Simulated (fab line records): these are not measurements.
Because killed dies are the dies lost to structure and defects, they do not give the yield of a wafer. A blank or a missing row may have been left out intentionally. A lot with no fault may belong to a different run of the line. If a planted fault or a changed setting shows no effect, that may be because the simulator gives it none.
Which of the tools did it? :: flow gf180mcu :: 14 lots with 42 wafers sampled at 5 steps, on a route of 602 steps

WHAT EACH GAUGE READ, for each wafer
GF_V4_RS_MEAS_24: measurement is done with a four-point probe. Usual: V4_W_RS gives 0.328 ohm/sq (standard deviation 0.0034).
lot: L158
measured: day 24 13:18
on: film_metro-01
V4_W_RS (ohm/sq): 0.318 0.320 0.324
flag: 

lot: L160
measured: day 25 09:11
on: film_metro-04
V4_W_RS (ohm/sq): 0.328 0.329 0.331
flag: 

lot: L162
measured: day 26 05:54
on: film_metro-04
V4_W_RS (ohm/sq): 0.334 0.331 0.332
flag: 

lot: L163
measured: day 26 15:08
on: film_metro-04
V4_W_RS (ohm/sq): 0.325 0.327 0.330
flag: 

lot: L169
measured: day 28 08:23
on: film_metro-04
V4_W_RS (ohm/sq): 0.326 0.324 0.325
flag: 

lot: L171
measured: day 29 00:59
on: film_metro-03
V4_W_RS (ohm/sq): 0.328 0.325 0.328
flag: 

lot: L172
measured: day 29 03:35
on: film_metro-01
V4_W_RS (ohm/sq): 0.326 0.325 0.329
flag: 

lot: L174
measured: day 30 02:23
on: film_metro-03
V4_W_RS (ohm/sq): 0.326 0.329 0.331
flag: 

lot: L176
measured: day 30 13:37
on: film_metro-03
V4_W_RS (ohm/sq): 0.327 0.327 0.332
flag: 

lot: L175
measured: day 30 15:16
on: film_metro-04
V4_W_RS (ohm/sq): 0.332 0.327 0.326
flag: 

lot: L177
measured: day 30 16:11
on: film_metro-01
V4_W_RS (ohm/sq): 0.323 0.325 0.329
flag: 

lot: L178
measured: day 30 23:28
on: film_metro-03
V4_W_RS (ohm/sq): 0.332 0.325 0.326
flag: 

lot: L179
measured: day 31 11:49
on: film_metro-03
V4_W_RS (ohm/sq): 0.329 0.324 0.322
flag: 

lot: L180
measured: day 31 13:06
on: film_metro-01
V4_W_RS (ohm/sq): 0.329 0.325 0.325
flag: 

GF_M5_CD_MEAS_07 targets a cd of 280 nm. Usual: 279.6 nm for cd_nm, sd 1.2.
lot: L158
measured: day 26 08:19
on: cd_sem-01
cd_nm (nm): 280.3 279.5 279.8
flag: 

lot: L160
measured: day 27 04:34
on: cd_sem-02
cd_nm (nm): 282.3 280.9 282.1
flag: 

lot: L162
measured: day 27 23:46
on: cd_sem-02
cd_nm (nm): 222.4 222.7 236.9
flag: OFF

lot: L163
measured: day 28 06:46
on: cd_sem-02
cd_nm (nm): 240.2 251.9 268.1
flag: OFF

lot: L169
measured: day 29 23:27
on: cd_sem-01
cd_nm (nm): 279.4 279.9 280.4
flag: 

lot: L171
measured: day 30 15:01
on: cd_sem-02
cd_nm (nm): 279.1 279.3 277.9
flag: 

lot: L172
measured: day 30 17:47
on: cd_sem-02
cd_nm (nm): 279.5 278.8 278.9
flag: 

lot: L174
measured: day 31 14:33
on: cd_sem-01
cd_nm (nm): 280.5 280.8 279.8
flag: 

lot: L176
measured: day 32 01:04
on: cd_sem-01
cd_nm (nm): 277.4 278.6 278.4
flag: 

lot: L175
measured: day 32 02:26
on: cd_sem-01
cd_nm (nm): 277.7 278.4 279.1
flag: 

lot: L177
measured: day 32 04:36
on: cd_sem-01
cd_nm (nm): 282.2 280.9 280.7
flag: 

lot: L178
measured: day 32 11:00
on: cd_sem-01
cd_nm (nm): 280.9 280.4 279.6
flag: 

lot: L179
measured: day 32 22:02
on: cd_sem-02
cd_nm (nm): 281.0 280.3 280.5
flag: 

lot: L180
measured: day 32 23:46
on: cd_sem-01
cd_nm (nm): 279.8 278.5 279.2
flag: 

WHAT TOOL EACH LOT RAN ON (gives the tool, then ch and the chambers of the sampled wafers, and finally the start)
lot: L158
GF_V4_CVD_02: pecvd-03 ch 0,1,2, day 23 13:34
GF_V4_ETCH_17: rie_diel-01 ch 0,1, day 24 13:18 or earlier
GF_M5_EXPOSE_04: krf_scanner-02 ch 0, day 25 22:38

lot: L160
GF_V4_CVD_02: pecvd-02 ch 0,2, day 24 09:59
GF_V4_ETCH_17: rie_diel-02 ch 1,2,3, day 25 09:11 or earlier
GF_M5_EXPOSE_04: krf_scanner-02 ch 0, day 26 17:53

lot: L162
GF_V4_CVD_02: pecvd-02 ch 0,1, day 25 06:57
GF_V4_ETCH_17: rie_diel-01 ch 0,2,3, day 26 05:54 or earlier
GF_M5_EXPOSE_04: krf_scanner-01 ch 0, day 27 13:34

lot: L163
GF_V4_CVD_02: pecvd-02 ch 1,2, day 25 16:36
GF_V4_ETCH_17: rie_diel-01 ch 1,3, day 26 15:08 or earlier
GF_M5_EXPOSE_04: krf_scanner-01 ch 0, day 27 21:52

lot: L169
GF_V4_CVD_02: pecvd-03 ch 0,2, day 27 10:07
GF_V4_ETCH_17: rie_diel-01 ch 1,2,3, day 28 08:23 or earlier
GF_M5_EXPOSE_04: krf_scanner-02 ch 0, day 29 14:53

lot: L171
GF_V4_CVD_02: pecvd-01 ch 0,2, day 28 04:01
GF_V4_ETCH_17: rie_diel-01 ch 1,2, day 29 00:59 or earlier
GF_M5_EXPOSE_04: krf_scanner-02 ch 0, day 30 05:38

lot: L172
GF_V4_CVD_02: pecvd-03 ch 0,1,2, day 28 06:27
GF_V4_ETCH_17: rie_diel-04 ch 0,2,3, day 29 03:35 or earlier
GF_M5_EXPOSE_04: krf_scanner-02 ch 0, day 30 08:43

lot: L174
GF_V4_CVD_02: pecvd-01 ch 0,2, day 29 05:32
GF_V4_ETCH_17: rie_diel-04 ch 0,1,2, day 30 02:23 or earlier
GF_M5_EXPOSE_04: krf_scanner-01 ch 0, day 31 06:46

lot: L176
GF_V4_CVD_02: pecvd-03 ch 0,1,2, day 29 18:06
GF_V4_ETCH_17: rie_diel-01 ch 2,3, day 30 13:37 or earlier
GF_M5_EXPOSE_04: krf_scanner-02 ch 0, day 31 16:56

lot: L175
GF_V4_CVD_02: pecvd-03 ch 0,2, day 29 19:20
GF_V4_ETCH_17: rie_diel-01 ch 1,2,3, day 30 15:16 or earlier
GF_M5_EXPOSE_04: krf_scanner-01 ch 0, day 31 17:58

lot: L177
GF_V4_CVD_02: pecvd-02 ch 0,1, day 29 19:50
GF_V4_ETCH_17: rie_diel-01 ch 0,2, day 30 16:11 or earlier
GF_M5_EXPOSE_04: krf_scanner-02 ch 0, day 31 19:44

lot: L178
GF_V4_CVD_02: pecvd-03 ch 1,2, day 30 04:05
GF_V4_ETCH_17: rie_diel-01 ch 0,2, day 30 23:28 or earlier
GF_M5_EXPOSE_04: krf_scanner-01 ch 0, day 32 03:11

lot: L179
GF_V4_CVD_02: pecvd-03 ch 0,1, day 30 16:07
GF_V4_ETCH_17: rie_diel-04 ch 0,3, day 31 11:49 or earlier
GF_M5_EXPOSE_04: krf_scanner-01 ch 0, day 32 13:58

lot: L180
GF_V4_CVD_02: pecvd-01 ch 0,2, day 30 17:15
GF_V4_ETCH_17: rie_diel-01 ch 0,3, day 31 13:06 or earlier
GF_M5_EXPOSE_04: krf_scanner-02 ch 0, day 32 15:28
- GF_V4_CVD_02: deposits SiO2 from TEOS, target thk 850 nm, time 94.851 s.
- GF_V4_ETCH_17: etches SiO2 in C4F8/O2/Ar, stops on TiN, target depth 630 nm.
- GF_M5_EXPOSE_04: exposes mask Metal5, target cd 280 nm.

WHAT THE TOOLS THEMSELVES READ (means of the sampled wafers that have a number; where no wafer has one, the mark that the record gives instead)
GF_V4_CVD_02. Usual: 666 W for heater_power_w, sd 79.
lot: L158
tool: pecvd-03
heater_power_w (W): 614
flag: 

lot: L160
tool: pecvd-02
heater_power_w (W): 667
flag: 

lot: L162
tool: pecvd-02
heater_power_w (W): 697
flag: 

lot: L163
tool: pecvd-02
heater_power_w (W): 738
flag: 

lot: L169
tool: pecvd-03
heater_power_w (W): 617
flag: 

lot: L171
tool: pecvd-01
heater_power_w (W): 688
flag: 

lot: L172
tool: pecvd-03
heater_power_w (W): 633
flag: 

lot: L174
tool: pecvd-01
heater_power_w (W): 675
flag: 

lot: L176
tool: pecvd-03
heater_power_w (W): 591
flag: 

lot: L175
tool: pecvd-03
heater_power_w (W): 586
flag: 

lot: L177
tool: pecvd-02
heater_power_w (W): 667
flag: 

lot: L178
tool: pecvd-03
heater_power_w (W): 593
flag: 

lot: L179
tool: pecvd-03
heater_power_w (W): 718
flag: 

lot: L180
tool: pecvd-01
heater_power_w (W): 651
flag: 

GF_V4_ETCH_17. Usual: 0.856 a.u. for oes_product_au, sd 0.0053.
lot: L158
tool: rie_diel-01
oes_product_au (a.u.): 0.852
flag: 

lot: L160
tool: rie_diel-02
oes_product_au (a.u.): 0.855
flag: 

lot: L162
tool: rie_diel-01
oes_product_au (a.u.): 0.855
flag: 

lot: L163
tool: rie_diel-01
oes_product_au (a.u.): 0.854
flag: 

lot: L169
tool: rie_diel-01
oes_product_au (a.u.): 0.862
flag: 

lot: L171
tool: rie_diel-01
oes_product_au (a.u.): 0.860
flag: 

lot: L172
tool: rie_diel-04
oes_product_au (a.u.): 0.856
flag: 

lot: L174
tool: rie_diel-04
oes_product_au (a.u.): 0.852
flag: 

lot: L176
tool: rie_diel-01
oes_product_au (a.u.): 0.852
flag: 

lot: L175
tool: rie_diel-01
oes_product_au (a.u.): 0.856
flag: 

lot: L177
tool: rie_diel-01
oes_product_au (a.u.): 0.855
flag: 

lot: L178
tool: rie_diel-01
oes_product_au (a.u.): 0.857
flag: 

lot: L179
tool: rie_diel-04
oes_product_au (a.u.): 0.860
flag: 

lot: L180
tool: rie_diel-01
oes_product_au (a.u.): 0.851
flag: 

GF_M5_EXPOSE_04. Usual: 23.00 C for reticle_temp_C, sd 0.12.
lot: L158
tool: krf_scanner-02
reticle_temp_C (C): 23.08
flag: 

lot: L160
tool: krf_scanner-02
reticle_temp_C (C): 23.14
flag: 

lot: L162
tool: krf_scanner-01
reticle_temp_C (C): 23.08
flag: 

lot: L163
tool: krf_scanner-01
reticle_temp_C (C): 22.98
flag: 

lot: L169
tool: krf_scanner-02
reticle_temp_C (C): 22.91
flag: 

lot: L171
tool: krf_scanner-02
reticle_temp_C (C): 22.98
flag: 

lot: L172
tool: krf_scanner-02
reticle_temp_C (C): 23.02
flag: 

lot: L174
tool: krf_scanner-01
reticle_temp_C (C): 22.87
flag: 

lot: L176
tool: krf_scanner-02
reticle_temp_C (C): 22.98
flag: 

lot: L175
tool: krf_scanner-01
reticle_temp_C (C): 23.09
flag: 

lot: L177
tool: krf_scanner-02
reticle_temp_C (C): 23.07
flag: 

lot: L178
tool: krf_scanner-01
reticle_temp_C (C): 23.09
flag: 

lot: L179
tool: krf_scanner-01
reticle_temp_C (C): 22.98
flag: 

lot: L180
tool: krf_scanner-02
reticle_temp_C (C): 22.97
flag: 

THE ANSWER, worked out from the rows above alone
Rule: take the mean of a lot's wafers that have a number; if it is more than 3 standard deviations from the usual mean, the lot is off. Also off: a lot with no number at a reading for which 4 or more lots have one. Any other lot the step has rows for is counted as sound. After the gauges, taken in route order, come the tools' own readings; for these a lot's mean is taken, as printed above. At the first step where some lot is off, the reading lying furthest off is the one used; lots without a number count as furthest.
Off: L162, L163 (GF_M5_CD_MEAS_07, cd_nm).
If a tool, at a process step before that reading, ran all the lots that are off and no sound lot after the first of them, it fits. Those tools and the gauges at GF_M5_CD_MEAS_07 are tried in the same way. GF_V4_ETCH_17 gives no start for some lots, so the hours and the order of its lots are those of GF_V4_RS_MEAS_24. Of those tried, none fits.

WHAT HAD BEEN PUT IN BY THE SIMULATOR
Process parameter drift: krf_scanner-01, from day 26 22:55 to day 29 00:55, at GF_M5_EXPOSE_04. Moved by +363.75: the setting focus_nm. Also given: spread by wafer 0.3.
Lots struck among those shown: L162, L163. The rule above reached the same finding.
